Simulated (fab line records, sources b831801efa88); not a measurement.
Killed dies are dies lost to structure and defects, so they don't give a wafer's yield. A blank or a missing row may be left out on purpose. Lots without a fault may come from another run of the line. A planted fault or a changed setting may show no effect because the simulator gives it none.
A struck lot beside a sound one | flow sky130 | 34 steps out of a route of 708
Sound: wafers L317.1, L317.5, L317.6. Struck: wafers L332.4, L332.5. (L332.3 of the same lot was not struck and is left out.) The cause comes at the end.
At each step with rows: each side's tool, then ch and its chambers, then its first start. Under that, the readings that differ: sound wafers | struck wafers | difference of the means | sigmas: that difference in standard deviations of wafers without a fault.
alike: readings whose means differ by less than 2 such deviations, and words and numbers that are the same on both sides. not compared: withheld readings, readings that some wafer has no value for, bounds like >300 that may hide the same value, and numbers for which the record gives no deviation and whose values overlap.
The two part at a step that has a row with sigmas, a row that says differs or no value, or rows on one side only. Numbers that don't overlap but have no deviation are shown without sigmas and don't part them. A reading that every wafer of one side lacks parts them only if that side has two wafers or more.

first, 4 steps without rows for these wafers: SKY_METAL5_SOFTBAKE_10 (time 60 s); SKY_METAL5_EXPOSE_11 (exposes mask MM5, target cd 1600 nm); SKY_METAL5_PEB_12; SKY_METAL5_DEVELOP_13 (develop time 60 s).
SKY_METAL5_DESCUM_14: chemistry O2, time 11 s.
  sound on rie_metal-04 ch 0,1, day 44 08:40; struck on rie_metal-02 ch 0,1, day 48 08:43
  alike: drypump_motor_current_A, oes_product_au
  not compared: rf_hours_counter_h
SKY_METAL5_METAL_ETCH_15: etches the open film in Cl2/BCl3, stops on SiO2, target depth 1260 nm, time 252 s.
  sound on rie_metal-04 ch 0,1, day 44 08:42; struck on rie_metal-02 ch 0,1, day 48 08:49
  alike: bcl3_flow_sccm, drypump_motor_current_A, oes_product_au, throttle_valve_pct
  not compared: rf_hours_counter_h
SKY_METAL5_STRIP_16: strips in O2/N2.
  sound on plasma_asher-01 ch 0,1, day 44 08:56; struck on plasma_asher-02 ch 0,1, day 48 09:01
  alike: drypump_motor_current_A, oes_product_au, strip_time_to_endpoint_s
  not compared: rf_hours_counter_h
then, 4 steps without rows for these wafers: SKY_METAL5_STRIP_17 (strips in post etch residue remover, time 1200 s); SKY_METAL5_CLEAN_18 (cleans in IPA, time 180 s); SKY_METAL5_CLEAN_19 (cleans in O3/DIW); SKY_PASSIVATION_CVD_00 (deposits SiO2, target thk 90 nm).
SKY_PASSIVATION_THK_MEAS_01:
  sound on film_metro-02, day 44 09:35; struck on film_metro-04, day 48 10:22
  alike: PASSIVATION_CVD_00_THK
SKY_PASSIVATION_CVD_02: deposits Si3N4, target thk 540 nm.
  sound on pecvd-02 ch 1,2, day 44 09:39; struck on pecvd-02 ch 1,2, day 48 10:25
  reading                                       | sound             | struck      | difference | sigmas
  model.Si3N4_of_PASSIVATION_CVD_02.thk_nm (nm) | 534.6 545.6 543.6 | 557.2 556.7 | +15.7      |
  alike: heater_power_w
SKY_PASSIVATION_THK_MEAS_03:
  sound on film_metro-04, day 44 09:53; struck on film_metro-04, day 48 10:39
  reading                     | sound       | struck  | difference | sigmas
  PASSIVATION_CVD_02_THK (nm) | 535 546 543 | 558 557 | +16        | +2
then, 7 steps without rows for these wafers: SKY_PASSIVATION_DEHYDRATE_04 (time 60 s); SKY_PASSIVATION_HMDS_05 (prime time 60 s); SKY_PASSIVATION_COAT_06 (resist thk 3000 nm); SKY_PASSIVATION_SOFTBAKE_07; SKY_PASSIVATION_EXPOSE_08 (exposes mask NSM, target cd 3000 nm); SKY_PASSIVATION_PEB_09; SKY_PASSIVATION_DEVELOP_10 (develop time 60 s).
SKY_PASSIVATION_ETCH_11: etches the open film in CF4/O2, stops on AlCu, target depth 725 nm, time 161.1 s.
  sound on rie_diel-04 ch 2,3, day 45 07:22; struck on rie_diel-03 ch 0,1, day 49 05:25
  reading                                 | sound             | struck      | difference | sigmas
  model.PASSIVATION.feature_depth_nm (nm) | 699.6 711.9 710.2 | 724.3 722.8 | +16.3      |
  model.etch.depth_nm (nm)                | 699.6 711.9 710.2 | 724.3 722.8 | +16.3      |
  alike: drypump_motor_current_A, oes_product_au, throttle_valve_pct
  not compared: rf_hours_counter_h
SKY_PASSIVATION_STRIP_12: strips in O2/N2.
  sound on plasma_asher-03 ch 0,1, day 45 07:29; struck on plasma_asher-03 ch 1, day 49 05:33
  alike: drypump_motor_current_A, oes_product_au, strip_time_to_endpoint_s
  not compared: rf_hours_counter_h
then, 7 steps without rows for these wafers: SKY_PAD_OPEN_DEHYDRATE_00 (time 60 s); SKY_PAD_OPEN_HMDS_01 (prime time 60 s); SKY_PAD_OPEN_COAT_02 (resist thk 3000 nm); SKY_PAD_OPEN_SOFTBAKE_03; SKY_PAD_OPEN_EXPOSE_04 (exposes mask PDM, target cd 60000 nm); SKY_PAD_OPEN_PEB_05; SKY_PAD_OPEN_DEVELOP_06 (develop time 60 s).
SKY_PAD_OPEN_ETCH_07: etches the open film in CF4/O2, stops on AlCu, target depth 725 nm, time 161.1 s.
  sound on rie_diel-02 ch 0,1,3, day 46 04:25; struck on rie_diel-02 ch 0,2, day 49 23:13
  reading                              | sound             | struck      | difference | sigmas
  model.PAD_OPEN.feature_depth_nm (nm) | 699.6 711.9 710.2 | 724.3 724.5 | +17.2      |
  model.etch.depth_nm (nm)             | 699.6 711.9 710.2 | 724.3 724.5 | +17.2      |
  alike: drypump_motor_current_A, oes_product_au, throttle_valve_pct
  not compared: rf_hours_counter_h
SKY_PAD_OPEN_STRIP_08: strips in O2/N2.
  sound on plasma_asher-01 ch 0,1, day 46 04:31; struck on plasma_asher-03 ch 0, day 49 23:21
  alike: drypump_motor_current_A, oes_product_au
  not compared: rf_hours_counter_h
SKY_PAD_OPEN_STRIP_09: strips in post etch residue remover, time 1200 s.
  sound on wet_bench-02 ch 2, day 46 04:37; struck on wet_bench-01 ch 2, day 49 23:25
  reading                                       | sound             | struck      | difference | sigmas
  model.Si3N4_of_PASSIVATION_CVD_02.thk_nm (nm) | 534.3 545.2 543.3 | 556.8 556.4 | +15.7      |
then, 1 step without rows for these wafers: SKY_PAD_OPEN_CLEAN_10 (cleans in IPA, time 180 s).

WHERE THEY PART
Only at SKY_PASSIVATION_THK_MEAS_03, within this record. Later steps at which nothing parts them and some readings are alike: SKY_PASSIVATION_ETCH_11, SKY_PASSIVATION_STRIP_12, SKY_PAD_OPEN_ETCH_07, SKY_PAD_OPEN_STRIP_08.

WHY: what the simulator had put in
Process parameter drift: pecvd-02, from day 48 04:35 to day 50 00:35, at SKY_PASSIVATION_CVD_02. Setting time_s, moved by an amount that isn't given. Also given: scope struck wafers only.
